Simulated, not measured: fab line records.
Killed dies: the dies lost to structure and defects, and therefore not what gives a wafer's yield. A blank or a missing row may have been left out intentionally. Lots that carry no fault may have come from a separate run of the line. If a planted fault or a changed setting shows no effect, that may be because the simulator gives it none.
Problem report in the 8D (eight disciplines) form, filled by code || flow sky130 || the parts of the form that need people (team, actions taken, sign-off) are left out

1. WHAT IS WRONG
Wafers without a fault read 9.202e+12, standard deviation 1e+10; dose_ions_cm2 at SKY_NWELL_IMPLANT_24 reads a mean of 1.023e+13 on 6 wafers belonging to 2 lots. That is +99 or more standard deviations from the usual mean.
Earliest sighting: wafer L914.1 on implanter-02 at day 10 11:14. At this step, 39 wafers from 13 lots have a number in the record. By rule, "out" or "out of limits" means more than 4 standard deviations away from the usual mean. The rest of the wafers with a number are treated as sound.

2. WHAT THIS IS AND IS NOT
{"question": "which readings at this step", "is": "dose_ions_cm2, faraday_current_uA", "is not": "-"}
{"question": "which lots", "is": "L914, L916", "is not": "L894, L895, L896, L897, L898, L900, L903, L905, L907, L913, L917"}
{"question": "which wafers of those lots", "is": "all that have a number", "is not": "-"}
{"question": "read on which tools", "is": "implanter-02", "is not": "implanter-03, implanter-04"}
{"question": "when", "is": "from day 10 11:14", "is not": "up to then (30 sound wafers); but 3 sound wafers of L917 came after"}

3. WHAT RULES OUT EACH SUSPECT
Counting: a tool stays on the suspect list if, at a process step up to the reading, it processed all lots that are out and no sound lot following the first of them.
- implanter-02 at SKY_NWELL_IMPLANT_24: kept. It ran every lot that is out, first L914 (day 10 11:14), and no sound lot after that; its last sound lot up to then is L913 (day 10 01:44). Its own readings are out on those wafers: dose_ions_cm2, faraday_current_uA.
After counting, what remains is implanter-02 at SKY_NWELL_IMPLANT_24.

4. THE CAUSE (what the simulator had put in)
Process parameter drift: implanter-02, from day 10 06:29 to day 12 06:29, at SKY_NWELL_IMPLANT_24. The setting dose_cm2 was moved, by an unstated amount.
After counting, this tool was the only one left.

5. THE EFFECT CHAIN, in route order
Rows list readings where the struck wafers' mean (over those with a number) sits beyond 3 standard deviations from the usual. Only readings for which the record gives a usual standard deviation are gone through. hours: the time from each lot's start at the first step in this table that gives one to its start at this step, as a median over the lots. sigmas: the change in usual standard deviations.
{"hours": 0, "step": "SKY_NWELL_IMPLANT_24", "reading": "dose_ions_cm2", "usual": 9.202e+12, "on struck wafers": 1.023e+13, "change": "+1.029e+12", "sigmas": "+99 or more"}
{"hours": 0, "step": "SKY_NWELL_IMPLANT_24", "reading": "faraday_current_uA", "usual": 51.9, "on struck wafers": 57.3, "change": "+5.4", "sigmas": "+5.5"}
Process steps it contains:
- SKY_NWELL_IMPLANT_24
Later steps that measure or inspect, where all struck wafers having a row at the step show a number for every such reading and not one has moved that far: SKY_SONOS_TUNNEL_CD_MEAS_07.

6. WHAT WOULD HAVE CAUGHT IT SOONER
5 hours passed between the start of the fault at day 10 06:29 and the first reading out of limits in this record, taken at day 10 11:14.
